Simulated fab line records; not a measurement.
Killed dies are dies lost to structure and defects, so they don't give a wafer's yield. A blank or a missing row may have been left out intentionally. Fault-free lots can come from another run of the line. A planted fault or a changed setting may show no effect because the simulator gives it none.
Struck lot and sound lot, side by side / flow sky130 / 30 out of 708 route steps
Sound: wafers L629.1, L629.2, L629.6. Struck: wafers L619.1, L619.2, L619.5. The cause is named last.
At each step with rows: each side's tool, then ch and its chambers, then its first start. Under that, the readings that differ: sound wafers / struck wafers / difference of the means / sigmas: that difference in standard deviations of wafers without a fault.
alike: readings with means less than 2 such deviations apart, plus words and numbers identical on both sides. not compared: withheld readings, readings lacking a value on some wafer, bounds such as >300 that could conceal the same value, and numbers that have no deviation in the record and whose values overlap.
A row with sigmas, a row that says differs or no value, or rows on one side alone: a step with any of these is where the two part. Numbers that have no deviation but don't overlap get no sigmas and don't part them. Lack of a reading on every wafer of one side parts them only where that side has two or more wafers.

SKY_PWDE_STRIP_09: strips in O2/N2.
  sound on plasma_asher-04 ch 0,1, day 9 01:47; struck on plasma_asher-04 ch 0,1, day 6 19:26
  alike: drypump_motor_current_A, oes_product_au, strip_time_to_endpoint_s
  not compared: rf_hours_counter_h
SKY_PWDE_TW_MEAS_10:
  struck on film_metro-03, day 6 19:32; sound on film_metro-03, day 9 01:53
  alike: PWDE_TW
then, 7 steps without rows for these wafers: SKY_NWELL_DEHYDRATE_03 (time 60 s); SKY_NWELL_HMDS_04 (prime time 60 s); SKY_NWELL_COAT_05 (resist thk 3000 nm); SKY_NWELL_SOFTBAKE_06; SKY_NWELL_EXPOSE_07 (exposes mask NWM, target cd 840 nm); SKY_NWELL_PEB_08; SKY_NWELL_DEVELOP_09 (develop time 60 s).
SKY_NWELL_OVL_MEAS_10:
  struck on overlay-01, day 7 17:40; sound on overlay-02, day 10 01:20
  alike: NWELL_00_OVL
then, 2 steps without rows for these wafers: SKY_NWELL_IMPLANT_11; SKY_NWELL_IMPLANT_12.
SKY_NWELL_IMPLANT_13:
  sound on implanter-03 ch 0, day 10 01:40; struck on implanter-03 ch 0, day 7 18:32
SKY_NWELL_STRIP_14: strips in O2/N2.
  sound on plasma_asher-02 ch 0,1, day 10 01:49; struck on plasma_asher-03 ch 0,1, day 7 18:41
reading=drypump_motor_current_A (A); sound=5.68 5.96 5.96; struck=5.25 5.32 5.34; difference=-0.56; sigmas=-2
  alike: oes_product_au, strip_time_to_endpoint_s
  not compared: rf_hours_counter_h
SKY_NWELL_TW_MEAS_15:
  struck on film_metro-03, day 7 18:50; sound on film_metro-01, day 10 01:55
  alike: NWELL_TW
then, 7 steps without rows for these wafers: SKY_NWELL_DEHYDRATE_16 (time 60 s); SKY_NWELL_HMDS_17 (prime time 60 s); SKY_NWELL_COAT_18 (resist thk 3000 nm); SKY_NWELL_SOFTBAKE_19; SKY_NWELL_EXPOSE_20 (exposes mask NWM COMPLEMENT, target cd 840 nm); SKY_NWELL_PEB_21; SKY_NWELL_DEVELOP_22 (develop time 60 s).
SKY_NWELL_OVL_MEAS_23:
  struck on overlay-02, day 8 17:35; sound on overlay-01, day 11 00:20
  alike: NWELL_01_OVL
next, for these wafers, 1 step has no rows: SKY_NWELL_IMPLANT_24.
SKY_NWELL_STRIP_25: strips in O2/N2.
  sound on plasma_asher-04 ch 0,1, day 11 00:31; struck on plasma_asher-02 ch 0,1, day 8 17:47
  alike: drypump_motor_current_A, oes_product_au, strip_time_to_endpoint_s
  not compared: rf_hours_counter_h
SKY_NWELL_TW_MEAS_26:
  struck on film_metro-04, day 8 17:53; sound on film_metro-04, day 11 00:37
  alike: NWELL_2_TW
then, 1 step without rows for these wafers: SKY_NWELL_CLEAN_27 (cleans in SC1/SC2, time 150 s).
SKY_NWELL_RTA_28: time 30 s.
  sound on rtp_anneal-01 ch 0, day 11 00:44; struck on rtp_anneal-01 ch 0, day 8 17:59
  alike: lamp_power_pct, wafer_temp_C_max
SKY_NWELL_RS_MEAS_29: uses a four-point probe to measure.
  struck on film_metro-04, day 8 18:05; sound on film_metro-03, day 11 00:50
reading=NWELL_RS (ohm/sq); sound=629.5 627.2 627.6; struck=607.5 605.4 607.2; difference=-21.4; sigmas=-13
-- the record jumps here: 41 days lie between the struck wafers' starts before and after (it left off in module NWELL and takes up again in module PAD_OPEN, whose first step shown is number 708 of the route) --
SKY_PAD_OPEN_PROBE_99:
  struck on prober-01, day 49 10:49; sound on prober-01, day 51 02:16
reading=model.etest.pfet_16v.r_on_ohm_um; sound=1.486e+04 1.485e+04 1.491e+04; struck=1.529e+04 1.57e+04 1.576e+04; difference=+7.100e+02; sigmas=
reading=model.etest.nfet_16v.r_on_ohm_um; sound=1.398e+04 1.406e+04 1.392e+04; struck=1.359e+04 1.356e+04 1.367e+04; difference=-3.800e+02; sigmas=
reading=model.etest.pfet_g5v0d10v5.r_on_ohm_um; sound=4679 4690 4606; struck=5170 5083 5201; difference=+493; sigmas=
reading=model.etest.tip_p.rs_ohm_sq; sound=6819 6791 6815; struck=6929 6901 6868; difference=+91; sigmas=
reading=model.etest.tip_p_5v.rs_ohm_sq; sound=2833 2818 2830; struck=2955 2940 2950; difference=+121; sigmas=
reading=model.etest.pfet_01v8.r_on_ohm_um; sound=2856 2865 2836; struck=2936 2932 3051; difference=+121; sigmas=
reading=model.etest.pfet_g5v0d10v5.drive_ua_um; sound=352.5 350 353; struck=314.5 319.6 305.8; difference=-38.5; sigmas=
reading=model.etest.pfet_01v8_lvt.drive_ua_um; sound=177.1 177.1 179.3; struck=150.4 152.5 148.3; difference=-27.4; sigmas=
  alike: killed_at_M0_to_M3, killed_at_M4_up, killed_at_contacts, killed_at_front_end, killed_at_other, killed_dies, killed_open, killed_short

== WHERE THEY PART ==
First at SKY_NWELL_STRIP_14; last, within this record, at SKY_NWELL_RS_MEAS_29. Later steps at which nothing parts them and some readings are alike: SKY_PAD_OPEN_PROBE_99.

WHY: whatever the simulator had introduced
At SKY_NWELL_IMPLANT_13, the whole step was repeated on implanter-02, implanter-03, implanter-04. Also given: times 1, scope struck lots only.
